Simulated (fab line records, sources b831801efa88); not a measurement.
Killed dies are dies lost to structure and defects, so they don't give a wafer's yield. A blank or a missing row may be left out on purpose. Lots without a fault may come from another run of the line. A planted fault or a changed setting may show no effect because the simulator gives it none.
One fault seen from 2 desks | flow sfq_line | each desk has only its own numbers; what lay behind them comes last

THE TOOL OWNER'S DESK: cmp-02
The tool's own readings at SFQ_TRILAYER_I0_CMP_CMP_028 (polishes SiO2): means of the sampled wafers that have a number, for each lot that ran on this tool. A lot is out of limits, marked OUT, if its mean lies more than 4 standard deviations from the usual mean; the brackets give that distance.
Columns: A = motor_current_A at SFQ_TRILAYER_I0_CMP_CMP_028, usual 10.1 A; B = platen_rpm at SFQ_TRILAYER_I0_CMP_CMP_028, usual 60.00 rpm; C = time_to_endpoint_s at SFQ_TRILAYER_I0_CMP_CMP_028, usual 217 s
lot  | first seen here | A    | B               | C
L783 | day 12 17:39    | 9.6  | 59.96           | 215
L784 | day 13 13:35    | 8.7  | 60.00           | 222
L785 | day 13 16:35    | 9.7  | 59.98           | 218
L787 | day 14 08:35    | 10.1 | 62.00 (+49) OUT | 209
L788 | day 14 13:35    | 10.9 | 62.00 (+49) OUT | 212
L799 | day 18 15:10    | 10.4 | 60.03           | 211
L800 | day 18 21:10    | 10.7 | 59.98           | 211
L801 | day 19 09:37    | 8.3  | 60.05           | 214
L804 | day 20 05:04    | 9.6  | 60.01           | 218
L805 | day 20 13:40    | 9.3  | 60.00           | 220
This desk's finding: out of limits on L787, L788; first on L787, day 14 08:35 (platen_rpm at SFQ_TRILAYER_I0_CMP_CMP_028). In limits: L783, L784, L785, L799, L800, L801, L804, L805.

THE METROLOGY DESK
What the gauges read, lot by lot, whatever tool the lot ran on: means of the sampled wafers that have a number. A lot is out of limits, marked OUT, if its mean lies more than 4 standard deviations from the usual mean; the brackets give that distance.
Columns: A = M4_OVL at SFQ_M4_OVL_MEAS_926, usual -2 nm
lot  | first seen here | A
L783 | day 48 09:14    | -6
L784 | day 48 11:38    | -3
L785 | day 48 12:49    | -6
L787 | day 49 02:02    | 4
L788 | day 49 11:37    | -3
L791 | day 50 12:49    | -4
L798 | day 52 09:08    | -8
L799 | day 52 18:44    | -1
L800 | day 52 22:20    | 4
L801 | day 53 07:35    | 0
L802 | day 53 12:31    | -1
L803 | day 55 02:45    | -1
L804 | day 55 18:21    | -8
L805 | day 56 03:56    | -4
This desk's finding: nothing out of limits on any of the 14 lots.

PUT TOGETHER
The tool owner's desk could have raised an alarm at day 14 08:35, on L787, L788.
The metrology desk saw nothing out of limits.
The metrology desk has L787, L788 on record, within its limits.
Of the lots named, all ran SFQ_TRILAYER_I0_CMP_CMP_028 on cmp-02.

WHAT THE SIMULATOR HAD PUT IN
Process parameter drift: cmp-02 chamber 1, from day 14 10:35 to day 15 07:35, at SFQ_TRILAYER_I0_CMP_CMP_028. Setting platen_rpm, moved by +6, from 60. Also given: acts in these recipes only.
Lots struck among those shown: L787, L788.
